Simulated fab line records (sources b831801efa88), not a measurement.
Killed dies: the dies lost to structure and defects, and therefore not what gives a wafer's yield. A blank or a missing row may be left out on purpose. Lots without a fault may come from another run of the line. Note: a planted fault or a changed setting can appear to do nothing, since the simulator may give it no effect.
What tool caused it? | flow sky130 | Sampling: 10 lots, 28 wafers, 3 of 708 route steps

## WHAT THE GAUGES SHOWED, per wafer
SKY_METAL2_RS_MEAS_05: a four-point-probe measurement.
lot  | measured     | on           | METAL2_ALCU_RS (ohm/sq)
L258 | day 35 04:29 | filmMetro-03 | 0.1265 0.1262 0.1279
L264 | day 36 16:12 | filmMetro-03 | 0.1258 0.1258 0.1259
L265 | day 37 05:50 | filmMetro-04 | 0.1291 0.1276 0.1284
L267 | day 37 14:13 | filmMetro-04 | 0.1274 0.1284 0.1277
L269 | day 38 12:36 | filmMetro-04 | 0.1263 0.1272 0.1277
L270 | day 38 18:28 | filmMetro-01 | 0.1291 0.1304 0.1290
L274 | day 39 22:42 | filmMetro-01 | 0.1279 0.1527
L277 | day 40 20:43 | filmMetro-03 | 0.1507 0.1509
L280 | day 41 10:32 | filmMetro-01 | 0.1271 0.1283 0.1277
L281 | day 41 19:35 | filmMetro-04 | 0.1275 0.1264 0.1275

## WHAT TOOL EACH LOT RAN ON (gives the tool, then ch and the chambers of the sampled wafers, and finally the start)
lot  | SKY_LI_CONTACT_SPUTTER_19   | SKY_METAL2_SPUTTER_02
L258 | pvdSputter-03, day 30 05:09 | pvdSputter-02, day 35 04:22
L264 | pvdSputter-01, day 31 20:07 | pvdSputter-04, day 36 16:07
L265 | pvdSputter-03, day 32 09:44 | pvdSputter-01, day 37 05:44
L267 | pvdSputter-03, day 32 19:31 | pvdSputter-02, day 37 14:08
L269 | pvdSputter-02, day 33 18:35 | pvdSputter-04, day 38 12:27
L270 | pvdSputter-03, day 34 01:50 | pvdSputter-01, day 38 18:20
L274 | pvdSputter-03, day 35 07:00 | pvdSputter-04, day 39 22:37
L277 | pvdSputter-02, day 36 04:19 | pvdSputter-04, day 40 20:35
L280 | pvdSputter-03, day 36 21:22 | pvdSputter-01, day 41 10:24
L281 | pvdSputter-03, day 37 07:53 | pvdSputter-01, day 41 19:30
- SKY_LI_CONTACT_SPUTTER_19: material Ti, target thk 20 nm, time 106.37 s.
- SKY_METAL2_SPUTTER_02: material AlCu, target thk 250 nm, time 13.3 s.

## THE ANSWER, worked out from the rows above alone
Rule: usual is defined by the lots themselves. Put in order of their means at a reading, lots are off if they are a third of the lots or fewer, leave a main group of 4 or more, and stand apart from it by a gap of 3 or more times the standard deviation of the main group's means; of several such gaps the widest counts. Not used: any main group whose means are identical at the precision the tables above print for the reading. A lot without any number at a reading at which 4 lots or more have one is off too. All remaining lots with rows at the step are treated as sound.
Off: at SKY_METAL2_RS_MEAS_05 (METAL2_ALCU_RS), L274, L277. For the main group the mean is 0.1275 ohm/sq and the standard deviation 0.001.
If a tool, at a process step before that reading, ran all the lots that are off and no sound lot after the first of them, it fits. Those tools and the gauges at SKY_METAL2_RS_MEAS_05 are tried in the same way. One fits: SKY_METAL2_SPUTTER_02 on pvdSputter-04. A fault onset in the window from L269 (day 38 12:27, its last sound lot) to L274 (day 39 22:37, its first lot off) fits.

## WHAT THE SIMULATOR HAD INSERTED
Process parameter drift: pvdSputter-04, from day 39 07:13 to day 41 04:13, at SKY_METAL2_SPUTTER_02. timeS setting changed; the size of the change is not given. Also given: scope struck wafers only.
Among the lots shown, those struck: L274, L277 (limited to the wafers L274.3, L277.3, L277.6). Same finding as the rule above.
